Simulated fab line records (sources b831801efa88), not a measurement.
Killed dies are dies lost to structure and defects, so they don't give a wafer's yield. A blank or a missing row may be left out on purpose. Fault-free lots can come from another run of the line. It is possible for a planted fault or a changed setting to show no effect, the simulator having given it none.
Matching of chambers    flow sky130    SKY_VIA2_HDPCVD_00 on hdpcvd-01: 3 sister chambers
The step deposits SiO2, target thk 1180 nm, time 196.7 s. 6 wafers are shown with their chamber, then 7 later ones without.

WAFERS PAIRED WITH THEIR CHAMBERS
wafer   chamber  pressure-mtorr (mTorr)
L191.4  1        6.015
L193.2  1        5.984
L194.4  2        5.992
L194.5  0        6.008
L196.2  2        6.006
L196.3  0        5.986

WAFERS WHOSE CHAMBER IS MISSING
wafer   pressure-mtorr (mTorr)
L196.4  6.003
L199.3  6.006
L199.4  6.002
L199.6  6.019
L200.1  6.009
L200.4  6.001
L200.5  6.003

CHAMBER TAKEN BY EACH
wafer   from the rows above           in truth
L196.4  can't be placed: 1 or 2 or 0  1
L199.3  can't be placed: 1 or 2 or 0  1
L199.4  can't be placed: 1 or 2 or 0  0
L199.6  can't be placed: 1 or 2 or 0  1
L200.1  can't be placed: 1 or 2 or 0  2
L200.4  can't be placed: 1 or 2 or 0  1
L200.5  can't be placed: 1 or 2 or 0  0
Correct placement for 0 of the 7. Not placeable from these rows: 7 (in 7, the candidates include the true chamber). Number placed wrongly: 0.
How it was worked out, from the rows above alone: a wafer's distance from a chamber is the root of the sum, over the readings, of the square of ((its reading less the chamber's mean) divided by the reading's scatter). The wafer belongs to the nearest chamber; if the next one is less than 2 further off, it can't be placed. A chamber's mean is the mean of its shown wafers. The scatter: the root of (the sum of the squares of (reading less its chamber's mean) over the shown wafers, divided by (wafers less chambers)).
